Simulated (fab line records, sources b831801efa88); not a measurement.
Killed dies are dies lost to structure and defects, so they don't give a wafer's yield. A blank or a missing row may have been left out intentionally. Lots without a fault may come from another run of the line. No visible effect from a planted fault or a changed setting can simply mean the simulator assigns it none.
What tool caused it? -- flow sky130 -- 18 wafers from 6 lots sampled at 4 of the route's 708 steps

## WHAT THE GAUGES SHOWED, per wafer
SKY_CONTACT_CD_MEAS_14: the cd target is 170 nm.
lot,measured,on,cd-nm (nm)
L465,day 33 08:07,cd-sem-01,171.6 172.1 170.6
L468,day 34 07:19,cd-sem-01,168.7 169.4 170.3
L469,day 34 15:14,cd-sem-01,145.8 145.7 146.8
L476,day 36 15:27,cd-sem-02,166.9 167.6 167.7
L483,day 38 17:03,cd-sem-01,170.4 169.6 170.4
L485,day 39 01:58,cd-sem-01,167.8 169.5 170.9

## TOOL THAT RAN EACH LOT (tool first, then ch and the chambers of the sampled wafers, then the start)
lot,SKY_LI_CONTACT_CVD_21,SKY_LOCAL_INTERCONNECT_ETCH_13,SKY_CONTACT_EXPOSE_11
L465,"cvd-w-02 ch 0,1, day 30 21:24","rie-metal-01 ch 0,1, day 32 03:02","krf-scanner-01 ch 0, day 32 18:58"
L468,"cvd-w-02 ch 0,1, day 31 21:56","rie-metal-02 ch 1, day 33 00:11","krf-scanner-02 ch 0, day 33 17:45"
L469,"cvd-w-01 ch 0,1, day 32 05:32","rie-metal-02 ch 0,1, day 33 10:53","krf-scanner-02 ch 0, day 34 02:17"
L476,"cvd-w-02 ch 0,1, day 34 07:12","rie-metal-01 ch 0,1, day 35 10:57","krf-scanner-01 ch 0, day 36 01:59"
L483,"cvd-w-01 ch 0,1, day 36 09:34","rie-metal-03 ch 0,1, day 37 13:24","krf-scanner-01 ch 0, day 38 04:26"
L485,"cvd-w-01 ch 1, day 36 18:23","rie-metal-02 ch 0,1, day 37 21:56","krf-scanner-01 ch 0, day 38 13:04"
- SKY_LI_CONTACT_CVD_21: deposits W, target thk 400 nm, time 120.56 s.
- SKY_LOCAL_INTERCONNECT_ETCH_13: etches BARC in N2/H2, stops on SiO2, time 45.9 s, target depth 60 nm.
- SKY_CONTACT_EXPOSE_11: exposes mask CTM1, target cd 170 nm.

## THE ANSWER, worked out from the rows above alone
Rule: what is usual is taken from the lots themselves. The widest of any qualifying gaps counts: lots, ordered by their means at a reading, are off when they make up no more than a third of the lots, leave a main group of 4 or more, and stand apart from it by 3 or more times the standard deviation of that group's means. A main group is skipped when, at the precision printed for the reading in the tables above, its means are all equal. A lot without any number at a reading at which 4 lots or more have one is off too. The other lots that the step has rows for count as sound.
Off: L469 (SKY_CONTACT_CD_MEAS_14, cd-nm). The main group: mean 169.6 nm, standard deviation 1.3.
If a tool, at a process step before that reading, ran all the lots that are off and no sound lot after the first of them, it fits. Those tools and the gauges at SKY_CONTACT_CD_MEAS_14 are tried in the same way. One fits: krf-scanner-02 at SKY_CONTACT_EXPOSE_11. A fault onset in the window from L468 (day 33 17:45, its last sound lot) to L469 (day 34 02:17, its first lot off) fits.

## WHAT THE SIMULATOR PUT IN
Process parameters drifting: krf-scanner-02 at SKY_CONTACT_EXPOSE_11, beginning at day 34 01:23. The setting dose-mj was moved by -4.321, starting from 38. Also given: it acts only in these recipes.
Shown lots that were struck: L469. The rule above found the same.
